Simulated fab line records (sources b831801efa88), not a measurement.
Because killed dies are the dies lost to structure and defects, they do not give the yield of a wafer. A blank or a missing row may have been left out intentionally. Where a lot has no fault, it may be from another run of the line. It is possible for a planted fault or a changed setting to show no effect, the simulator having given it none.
Matching of chambers    flow sky130    cmp-02 running SKY_FIELD_ISO_CMP_27: 4 sister chambers
The step polishes, stops on Si3N4, t overpolish 16 s, target thk 457.8 nm. 16 wafers are shown with their chamber, then 8 later ones without.

WAFERS, EACH WITH ITS CHAMBER
wafer   chamber  motorCurrentA (A)  timeToEndpointS (s)  overpolishRunS (s)
L811.1  2        9.7                114                  16.001
L811.3  3        11.5               119                  16.001
L811.5  1        11.9               114                  16.008
L818.2  2        9.7                108                  15.980
L818.3  1        12.2               103                  16.005
L818.4  3        11.5               110                  16.010
L823.2  2        10.1               110                  16.008
L823.3  1        12.0               103                  15.986
L823.5  0        11.0               109                  15.997
L824.2  2        9.7                109                  16.009
L824.4  1        12.1               105                  16.012
L824.6  1        12.4               104                  15.985
L825.2  2        9.6                112                  15.987
L825.5  0        11.1               110                  15.988
L825.6  1        12.1               109                  16.016
L828.1  3        11.3               111                  16.002

SIGNATURES (averages over the wafers above)
reading          chamber 0  chamber 1  chamber 2  chamber 3  scatter within a chamber
motorCurrentA    11.050     12.117     9.760      11.433     0.166
timeToEndpointS  109.50     106.33     110.60     113.33     3.74
overpolishRunS   15.99250   16.00200   15.99700   16.00433   0.0117
Rule: for each reading, subtract the chamber's mean from the wafer's reading, divide by that reading's scatter and square the result; add these up over the readings and take the root, which gives the wafer's distance from the chamber. The wafer belongs to the nearest chamber; if the next one is less than 2 further off, it can't be placed. The scatter is the square root of a quotient: the sum, over the shown wafers, of each reading's squared deviation from its chamber's mean, divided by wafers minus chambers.

WAFERS MISSING THEIR CHAMBER
wafer   motorCurrentA (A)  timeToEndpointS (s)  overpolishRunS (s)
L828.3  10.5               113                  15.997
L828.4  10.0               108                  16.004
L830.1  11.2               104                  16.005
L830.2  9.8                109                  16.006
L830.6  10.7               113                  15.996
L832.1  11.9               106                  15.989
L832.2  10.9               112                  15.993
L832.3  10.0               108                  15.993

EACH ONE'S CHAMBER
wafer    from the rows above       in truth
L828.3   can't be placed: 0 or 2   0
L828.4   2                         2
L830.1   can't be placed: 0 or 3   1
L830.2   2                         2
L830.6   0                         0
L832.1   can't be placed: 1 or 3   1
L832.2   0                         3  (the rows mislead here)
L832.3   2                         2
Correctly placed: 4 of 8. Unplaceable from these rows: 3, with the true chamber sitting among the candidates in 2. Number placed wrongly: 1.
